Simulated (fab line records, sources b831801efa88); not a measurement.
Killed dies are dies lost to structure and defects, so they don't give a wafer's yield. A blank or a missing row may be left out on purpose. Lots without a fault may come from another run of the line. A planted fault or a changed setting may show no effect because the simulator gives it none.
A struck lot beside a sound one | flow sky130 | 14 steps out of a route of 708
Sound: wafers L613.2, L613.4, L613.6. Struck: wafers L619.1, L619.2, L619.6. The cause comes at the end.
At each step with rows: each side's tool, then ch and its chambers, then its first start. Under that, the readings that differ: sound wafers | struck wafers | difference of the means | sigmas: that difference in standard deviations of wafers without a fault.
alike: readings whose means differ by less than 2 such deviations, and words and numbers that are the same on both sides. not compared: withheld readings, readings that some wafer has no value for, bounds like >300 that may hide the same value, and numbers for which the record gives no deviation and whose values overlap.
The two part at a step that has a row with sigmas, a row that says differs or no value, or rows on one side only. Numbers that don't overlap but have no deviation are shown without sigmas and don't part them. A reading that every wafer of one side lacks parts them only if that side has two wafers or more.

first, 2 steps without rows for these wafers: SKY_VT_ADJUST_PCH_PEB_05; SKY_VT_ADJUST_PCH_DEVELOP_06 (develop time 60 s).
SKY_VT_ADJUST_PCH_OVL_MEAS_07:
  sound on overlay-01, day 10 10:31; struck on overlay-01, day 12 11:28
  alike: VT_ADJUST_PCH_OVL
then, 1 step without rows for these wafers: SKY_VT_ADJUST_PCH_IMPLANT_08.
SKY_VT_ADJUST_PCH_STRIP_09: strips in O2/N2.
  sound on plasma_asher-01 ch 0,1, day 10 10:42; struck on plasma_asher-01 ch 0,1, day 12 11:39
  alike: drypump_motor_current_A, oes_product_au, strip_time_to_endpoint_s
  not compared: rf_hours_counter_h
SKY_VT_ADJUST_PCH_TW_MEAS_10:
  sound on film_metro-02, day 10 10:49; struck on film_metro-03, day 12 11:45
  alike: VT_ADJUST_PCH_TW
then, 6 steps without rows for these wafers: SKY_SONOS_TUNNEL_DEHYDRATE_00 (time 60 s); SKY_SONOS_TUNNEL_HMDS_01 (prime time 60 s); SKY_SONOS_TUNNEL_COAT_02 (resist thk 1140 nm); SKY_SONOS_TUNNEL_SOFTBAKE_03 (time 60 s); SKY_SONOS_TUNNEL_EXPOSE_04 (exposes mask TUNM, target cd 410 nm); SKY_SONOS_TUNNEL_PEB_05.
SKY_SONOS_TUNNEL_DEVELOP_06: develop time 60 s.
  sound on litho_track-04 ch 0, day 11 09:52; struck on litho_track-04, day 13 13:08
  no value came back on the struck wafers for chill_plate_temp_C (C), develop_time_s (s); on the sound wafers chill_plate_temp_C (C) reads 22.97 23.00 22.83
SKY_SONOS_TUNNEL_CD_MEAS_07: target cd 410 nm.
  sound on cd_sem-01, day 11 10:01; struck on cd_sem-01, day 13 13:17
  reading    | sound             | struck | difference                    | sigmas
  cd_nm (nm) | 412.2 411.9 410.4 | - - -  | no value on the struck wafers |

WHERE THEY PART
First at SKY_SONOS_TUNNEL_DEVELOP_06; last, within this record, at SKY_SONOS_TUNNEL_CD_MEAS_07.

WHY: what the simulator had put in
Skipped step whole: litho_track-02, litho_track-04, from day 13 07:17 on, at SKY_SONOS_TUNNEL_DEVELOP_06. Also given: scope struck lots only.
